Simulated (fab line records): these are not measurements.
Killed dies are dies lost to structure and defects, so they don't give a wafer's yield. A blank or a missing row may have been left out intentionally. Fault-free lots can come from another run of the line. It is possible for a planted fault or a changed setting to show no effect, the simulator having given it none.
Which tool did it? -- flow gf180mcu -- Sampling: 24 lots, 72 wafers, 4 of 602 route steps

WHAT THE GAUGES READ, wafer by wafer
GF_V1_BOW_MEAS_05. Usual: V1_BOW 85 um, standard deviation 7.8.
lot,measured,on,V1_BOW (um),flag
L074,day 17 02:47,filmMetro-02,67 82 75,
L075,day 17 09:50,filmMetro-02,83 80 82,
L076,day 17 20:48,filmMetro-04,107 97 96,
L077,day 18 04:34,filmMetro-04,76 80 80,
L078,day 18 15:55,filmMetro-02,92 84 91,
L079,day 18 23:52,filmMetro-02,78 86 86,
L080,day 19 12:07,filmMetro-03,84 87 77,
L081,day 19 22:41,filmMetro-02,90 91 85,
L082,day 20 08:07,filmMetro-02,84 89 89,
L083,day 20 19:23,filmMetro-02,80 79 82,
L084,day 20 23:37,filmMetro-02,87 89 93,
L085,day 21 15:33,filmMetro-03,88 72 70,
L086,day 22 01:16,filmMetro-04,96 90 90,
L087,day 22 06:47,filmMetro-03,89 85 78,
L088,day 22 11:25,filmMetro-02,89 79 81,
L089,day 22 21:10,filmMetro-02,90 88 95,
L090,day 23 05:25,filmMetro-02,86 93 90,
L091,day 23 12:26,filmMetro-04,96 97 79,
L092,day 23 19:48,filmMetro-02,78 82 76,
L093,day 24 04:34,filmMetro-04,78 85 80,
L094,day 24 12:50,filmMetro-04,84 107 91,
L095,day 24 19:46,filmMetro-02,74 82 76,
L096,day 25 02:41,filmMetro-02,84 87 80,
L097,day 25 11:55,filmMetro-02,80 87 86,

GF_M2_THK_MEAS_06: measures by xrf. Usual: M2_ALCU_THK 454 nm, standard deviation 4.7.
lot,measured,on,M2_ALCU_THK (nm),flag
L074,day 18 03:40,filmMetro-02,450 453 461,
L075,day 18 11:31,filmMetro-02,448 452 450,
L076,day 18 22:26,filmMetro-04,449 455 448,
L077,day 19 07:01,filmMetro-01,447 449 455,
L078,day 19 18:24,filmMetro-02,452 449 451,
L079,day 20 01:32,filmMetro-02,456 451 450,
L080,day 20 14:07,filmMetro-01,455 454 458,
L081,day 21 01:00,filmMetro-02,450 454 461,
L082,day 21 10:04,filmMetro-02,454 453 460,
L083,day 21 21:33,filmMetro-04,453 457 453,
L084,day 22 01:06,filmMetro-01,450 453 451,
L085,day 22 16:38,filmMetro-01,461 451 455,
L086,day 23 02:31,filmMetro-02,450 447 448,
L087,day 23 08:05,filmMetro-02,452 450 452,
L088,day 23 13:01,filmMetro-02,451 461 448,
L089,day 23 21:44,filmMetro-04,454 458 450,
L090,day 24 05:28,filmMetro-04,459 461 458,
L091,day 24 12:32,filmMetro-02,455 452 455,
L092,day 24 20:20,filmMetro-02,449 457 465,
L093,day 25 04:33,filmMetro-02,453 453 455,
L094,day 25 12:55,filmMetro-01,459 466 464,
L095,day 25 19:41,filmMetro-01,450 445 453,
L096,day 26 01:19,filmMetro-02,452 452 456,
L097,day 26 11:55,filmMetro-01,449 442 453,

EACH LOT AND THE TOOL THAT RAN IT (in order: tool; ch and the chambers of the sampled wafers; start)
lot,GF_V1_STRIP_18,GF_M2_SPUTTER_04
L074,"plasmaAsher-01 ch 0,1, day 18 02:05","pvdSputter-02, day 18 03:30"
L075,"plasmaAsher-04 ch 0,1, day 18 09:56","pvdSputter-03, day 18 11:20"
L076,"plasmaAsher-03 ch 0,1, day 18 20:52","pvdSputter-04, day 18 22:16"
L077,"plasmaAsher-01 ch 0,1, day 19 05:23","pvdSputter-03, day 19 06:50"
L078,"plasmaAsher-03 ch 0,1, day 19 16:44","pvdSputter-02, day 19 18:13"
L079,"plasmaAsher-03 ch 0,1, day 19 23:56","pvdSputter-02, day 20 01:21"
L080,"plasmaAsher-04 ch 0,1, day 20 12:32","pvdSputter-04, day 20 13:56"
L081,"plasmaAsher-01 ch 0,1, day 20 23:26","pvdSputter-02, day 21 00:50"
L082,"plasmaAsher-03 ch 0,1, day 21 08:29","pvdSputter-03, day 21 09:54"
L083,"plasmaAsher-04 ch 0,1, day 21 19:59","pvdSputter-04, day 21 21:23"
L084,"plasmaAsher-04 ch 0,1, day 21 23:32","pvdSputter-03, day 22 00:56"
L085,"plasmaAsher-04 ch 0,1, day 22 15:01","pvdSputter-02, day 22 16:29"
L086,"plasmaAsher-01 ch 0, day 23 00:47","pvdSputter-02, day 23 02:20"
L087,"plasmaAsher-04 ch 0,1, day 23 06:23","pvdSputter-03, day 23 07:55"
L088,"plasmaAsher-01 ch 0,1, day 23 11:26","pvdSputter-03, day 23 12:51"
L089,"plasmaAsher-01 ch 0,1, day 23 20:10","pvdSputter-04, day 23 21:34"
L090,"plasmaAsher-03 ch 0,1, day 24 03:53","pvdSputter-04, day 24 05:18"
L091,"plasmaAsher-03 ch 0,1, day 24 10:58","pvdSputter-04, day 24 12:22"
L092,"plasmaAsher-04 ch 0,1, day 24 18:22","pvdSputter-03, day 24 20:09"
L093,"plasmaAsher-04 ch 0,1, day 25 02:53","pvdSputter-04, day 25 04:23"
L094,"plasmaAsher-04 ch 0,1, day 25 11:14","pvdSputter-04, day 25 12:43"
L095,"plasmaAsher-01 ch 0,1, day 25 17:47","pvdSputter-03, day 25 19:32"
L096,"plasmaAsher-04 ch 0,1, day 25 23:44","pvdSputter-03, day 26 01:09"
L097,"plasmaAsher-04 ch 0,1, day 26 10:01","pvdSputter-02, day 26 11:46"
- GF_V1_STRIP_18: strips in O2/N2.
- GF_M2_SPUTTER_04: material TiN, target thk 50 nm, time 41.7 s.

AS READ BY THE TOOLS THEMSELVES (means over the sampled wafers that have a number; for cases with no such wafer, the mark the record gives instead)
GF_V1_STRIP_18. Usual: drypumpMotorCurrentA 5.6 A, standard deviation 0.37; heaterPowerW 339 W, standard deviation 47; o2FlowSccm 3003 sccm, standard deviation 9.3; oesProductAu 0.593 a.u., standard deviation 0.0043.
lot,tool,drypumpMotorCurrentA (A),heaterPowerW (W),o2FlowSccm (sccm),oesProductAu (a.u.),flag
L074,plasmaAsher-01,5.4,333,3005,0.591,
L075,plasmaAsher-04,5.8,311,2999,0.591,
L076,plasmaAsher-03,6.0,392,3012,0.593,
L077,plasmaAsher-01,5.4,357,3014,0.595,
L078,plasmaAsher-03,5.9,370,2998,0.594,
L079,plasmaAsher-03,6.0,399,2999,0.592,
L080,plasmaAsher-04,5.8,312,3006,0.587,
L081,plasmaAsher-01,5.3,366,3004,0.596,
L082,plasmaAsher-03,6.0,388,3005,0.593,
L083,plasmaAsher-04,5.5,285,3005,0.591,
L084,plasmaAsher-04,5.5,292,3006,0.594,
L085,plasmaAsher-04,5.5,290,2998,0.591,
L086,plasmaAsher-01,5.5,341,3005,0.600,
L087,plasmaAsher-04,5.8,311,2999,0.596,
L088,plasmaAsher-01,5.3,362,3004,0.595,
L089,plasmaAsher-01,5.3,376,2998,0.595,
L090,plasmaAsher-03,6.0,388,3002,0.592,
L091,plasmaAsher-03,6.0,393,2998,0.593,
L092,plasmaAsher-04,5.8,307,3007,0.595,
L093,plasmaAsher-04,5.5,292,3007,0.595,
L094,plasmaAsher-04,5.5,291,2996,0.594,
L095,plasmaAsher-01,5.3,375,2997,0.594,
L096,plasmaAsher-04,5.8,305,3013,0.590,
L097,plasmaAsher-04,5.5,293,2995,0.594,

GF_M2_SPUTTER_04. Usual: throttleValvePct at 30.0 %, with a standard deviation of 0.84.
lot,tool,throttleValvePct (%),flag
L074,pvdSputter-02,30.1,
L075,pvdSputter-03,29.6,
L076,pvdSputter-04,30.1,
L077,pvdSputter-03,30.8,
L078,pvdSputter-02,29.8,
L079,pvdSputter-02,28.9,
L080,pvdSputter-04,30.5,
L081,pvdSputter-02,29.2,
L082,pvdSputter-03,29.7,
L083,pvdSputter-04,30.4,
L084,pvdSputter-03,29.5,
L085,pvdSputter-02,30.6,
L086,pvdSputter-02,29.6,
L087,pvdSputter-03,29.7,
L088,pvdSputter-03,29.1,
L089,pvdSputter-04,30.3,
L090,pvdSputter-04,30.4,
L091,pvdSputter-04,30.5,
L092,pvdSputter-03,30.2,
L093,pvdSputter-04,30.3,
L094,pvdSputter-04,30.1,
L095,pvdSputter-03,30.2,
L096,pvdSputter-03,30.0,
L097,pvdSputter-02,29.7,

THE ANSWER, worked out from the rows above alone
Rule: lot off if the mean of its wafers having a number is beyond 3 standard deviations from the usual mean. Also off: a lot with no number at a reading for which 4 or more lots have one. Where the step has rows for the other lots, those lots are counted as sound. First the gauges in route order, then the tools' own readings, where a lot's mean is used as printed above. The first step at which some lot is off is used, and at that step the reading that is off furthest; a lot without a number counts as furthest.
No lot is off at any reading shown: from this, nothing can be told.

WHAT THE SIMULATOR PUT IN
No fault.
